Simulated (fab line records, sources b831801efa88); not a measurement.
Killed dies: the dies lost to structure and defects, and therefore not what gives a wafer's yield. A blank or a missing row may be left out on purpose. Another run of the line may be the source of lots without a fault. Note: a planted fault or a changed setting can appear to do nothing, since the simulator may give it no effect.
Comparing a struck lot with a sound one	flow sky130	15 out of 708 route steps
Sound: these wafers, L874.2, L874.4, L874.6. Struck: wafers L883.2, L883.3, L883.5. Last of all comes the cause.
At each step with rows: each side's tool, then ch and its chambers, then its first start. Under that, the readings that differ: sound wafers	struck wafers	difference of the means	sigmas: that difference in standard deviations of wafers without a fault.
alike: same words and numbers on both sides, and readings whose means sit less than 2 such deviations apart. not compared: any withheld reading, any reading some wafer has no value for, any bound like >300 that may hide the same value, and any number with overlapping values for which the record gives no deviation.
A row with sigmas, a row that says differs or no value, or rows on one side alone: a step with any of these is where the two part. Numbers that have no deviation but don't overlap get no sigmas and don't part them. A reading missing from all wafers of one side parts the sides only when that side holds two or more wafers.

SKY_NWELL_OVL_MEAS_10:
  struck on overlay-02, day 6 18:58; sound on overlay-01, day 4 18:59
  alike: NWELL_00_OVL
then, 3 steps without rows for these wafers: SKY_NWELL_IMPLANT_11; SKY_NWELL_IMPLANT_12; SKY_NWELL_IMPLANT_13.
SKY_NWELL_STRIP_14: strips in O2/N2.
  sound on plasma_asher-02 ch 0,1, day 4 19:28; struck on plasma_asher-03 ch 0, day 6 19:27
reading	sound	struck	difference	sigmas
strip_time_to_endpoint_s (s)	36.83 36.80 36.83	37.01 37.03 37.06	+0.21	+2
  alike: drypump_motor_current_A, oes_product_au
  not compared: rf_hours_counter_h
SKY_NWELL_TW_MEAS_15:
  struck on film_metro-02, day 6 19:34; sound on film_metro-01, day 4 19:34
  alike: NWELL_TW
then, 6 steps without rows for these wafers: SKY_NWELL_DEHYDRATE_16 (time 60 s); SKY_NWELL_HMDS_17 (prime time 60 s); SKY_NWELL_COAT_18 (resist thk 3000 nm); SKY_NWELL_SOFTBAKE_19; SKY_NWELL_EXPOSE_20 (exposes mask NWM COMPLEMENT, target cd 840 nm); SKY_NWELL_PEB_21.
SKY_NWELL_DEVELOP_22: develop time 60 s.
  sound on litho_track-01 ch 0, day 5 13:00; struck on litho_track-01 ch 0, day 7 14:00
reading	sound	struck	difference	sigmas
developer_temp_C (C)	23.09 23.03 22.94	25.23 25.28 25.27	+2.24	+20
SKY_NWELL_OVL_MEAS_23:
  struck on overlay-01, day 7 14:35; sound on overlay-02, day 5 13:26
  alike: NWELL_01_OVL
-- the record jumps here: 40 days lie between the struck wafers' starts before and after (it left off in module NWELL and takes up again in module PAD_OPEN, whose first step shown is number 708 of the route) --
SKY_PAD_OPEN_PROBE_99:
  struck on prober-02, day 48 02:16; sound on prober-02, day 47 10:49
reading	sound	struck	difference	sigmas
killed_at_front_end	24 15 21	6 10 8	-12	-3
  alike: killed_at_M0_to_M3, killed_at_M4_up, killed_at_contacts, killed_at_other, killed_dies, killed_open, killed_short

WHERE THEY PART
First at SKY_NWELL_STRIP_14; last, within this record, at SKY_PAD_OPEN_PROBE_99.

WHY: what had been put in by the simulator
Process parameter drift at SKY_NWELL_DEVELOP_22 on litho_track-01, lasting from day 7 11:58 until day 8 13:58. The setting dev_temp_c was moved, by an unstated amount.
